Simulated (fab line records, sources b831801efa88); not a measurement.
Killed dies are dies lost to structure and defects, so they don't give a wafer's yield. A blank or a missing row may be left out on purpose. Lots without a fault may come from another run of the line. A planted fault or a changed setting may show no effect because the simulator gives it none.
Problem report in the 8D (eight disciplines) form, filled by code | flow sfq_line | the parts of the form that need people (team, actions taken, sign-off) are left out

1. THE PROBLEM
M7_NB_RS at SFQ_M7_RS_MEAS_943 reads a mean of 0.657 ohm/sq on 2 wafers of 1 lot; wafers without a fault read 0.887 ohm/sq with a standard deviation of 0.011. That is -21 standard deviations from the usual mean.
The step: measures by four-point-probe.
First seen on wafer L167.1, day 84 14:11, on film_metro-03. The record holds 39 wafers of 13 lots with a number at this step. Rule for "out", or "out of limits": more than 4 standard deviations from the usual mean. The other wafers with a number count as sound.

2. WHAT IT IS AND WHAT IT IS NOT
question                    | is                | is not
which readings at this step | M7_NB_RS          | -
which lots                  | L167              | L152, L155, L156, L157, L158, L159, L161, L163, L168, L169, L172, L174
which wafers of those lots  | L167.1, L167.6    | L167.5
read on which gauges        | film_metro-03     | film_metro-02, film_metro-04
when                        | from day 84 14:11 | up to then (25 sound wafers); but 12 sound wafers of L168, L169, L172, L174 came after

3. SUSPECTS, AND WHAT RULES EACH OUT
Counting: a tool at a process step up to the reading stays a suspect if it ran every lot that is out. Sound lots after the first of them don't rule it out here, since some wafers of a struck lot are sound.
- the gauge at SFQ_M7_RS_MEAS_943: ruled out. All the wafers that are out were read on film_metro-03, but those of them that SFQ_TRILAYER_M7_ETCH_METAL_ETCH_180 has rows for are out there too, on other tools.
- rie_metal-01 at SFQ_TRILAYER_R5_ETCH_METAL_ETCH_139 (etches the open film in Cl2, stops on SiO2, target depth 60 nm, time 40 s): kept. It ran the lot that is out, L167 (day 77 01:10); its last sound lot up to then is L159 (day 70 13:16).
- rie_diel-04 at SFQ_TRILAYER_I5_BARC_OPEN_VIA_ETCH_200 (etches BARC in O2, target depth 125 nm, time 41.7 s): kept. It ran the lot that is out, L167 (day 78 07:58); its last sound lot up to then is L163 (day 76 11:59).
- rie_metal-03 at SFQ_TRILAYER_C5_STRIP_STRIP_155 (strips in O2): kept. It ran the lot that is out, L167 (day 78 23:46); its last sound lot up to then is L161 (day 74 07:49).
- pvd_sputter-03 at SFQ_TRILAYER_M7_DEP_SPUTTER_175 (material Nb, target thk 200 nm, time 133.3 s): kept. It ran the lot that is out, L167 (day 84 14:05); its last sound lot up to then is L163 (day 84 00:52).
- Within rie_diel-04 at SFQ_TRILAYER_I5_BARC_OPEN_VIA_ETCH_200: the wafers that are out ran in chambers 0, 2; their sound lot-mates ran in chamber 3.
Left after counting: rie_metal-01 at SFQ_TRILAYER_R5_ETCH_METAL_ETCH_139, rie_diel-04 at SFQ_TRILAYER_I5_BARC_OPEN_VIA_ETCH_200, rie_metal-03 at SFQ_TRILAYER_C5_STRIP_STRIP_155, pvd_sputter-03 at SFQ_TRILAYER_M7_DEP_SPUTTER_175.

4. THE CAUSE (what the simulator had put in)
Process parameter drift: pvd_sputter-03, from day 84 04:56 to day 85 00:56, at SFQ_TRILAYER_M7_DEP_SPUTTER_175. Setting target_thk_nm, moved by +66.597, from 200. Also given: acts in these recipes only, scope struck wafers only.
Counting left 4 suspects, and this tool is among them.

5. THE CHAIN OF EFFECTS, in route order
Each row: a reading whose mean over the struck wafers that have a number lies more than 3 standard deviations from the usual. Only readings for which the record gives a usual standard deviation are gone through. hours: the time from each lot's start at the first step in this table that gives one to its start at this step, as a median over the lots. sigmas: the change in usual standard deviations.
hours | step                                | reading        | usual        | on struck wafers | change | sigmas
0     | SFQ_M7_RS_MEAS_943                  | M7_NB_RS       | 0.887 ohm/sq | 0.657            | -0.230 | -21
91    | SFQ_TRILAYER_M7_ETCH_METAL_ETCH_180 | oes_product_au | 0.897 a.u.   | 1.000            | +0.103 | +13
The process steps in it:
- SFQ_TRILAYER_M7_ETCH_METAL_ETCH_180: etches Nb in Cl2/Ar, stops on SiO2, target depth 240 nm, time 120 s.

6. WHAT WOULD HAVE CAUGHT IT SOONER
In this record the first reading out of limits at a measuring or inspecting step was taken at day 84 14:11, 9 hours after the fault began at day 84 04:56.
Of the tool readings at SFQ_TRILAYER_M7_DEP_SPUTTER_175 for which the record gives a usual standard deviation, none was out on any struck wafer, so an alarm limit of 4 standard deviations on them would not have fired.
All the lots that are out (1) had begun SFQ_TRILAYER_M7_DEP_SPUTTER_175 on pvd_sputter-03 by day 84 14:11. A hold on the tool at that time would have spared none of them.
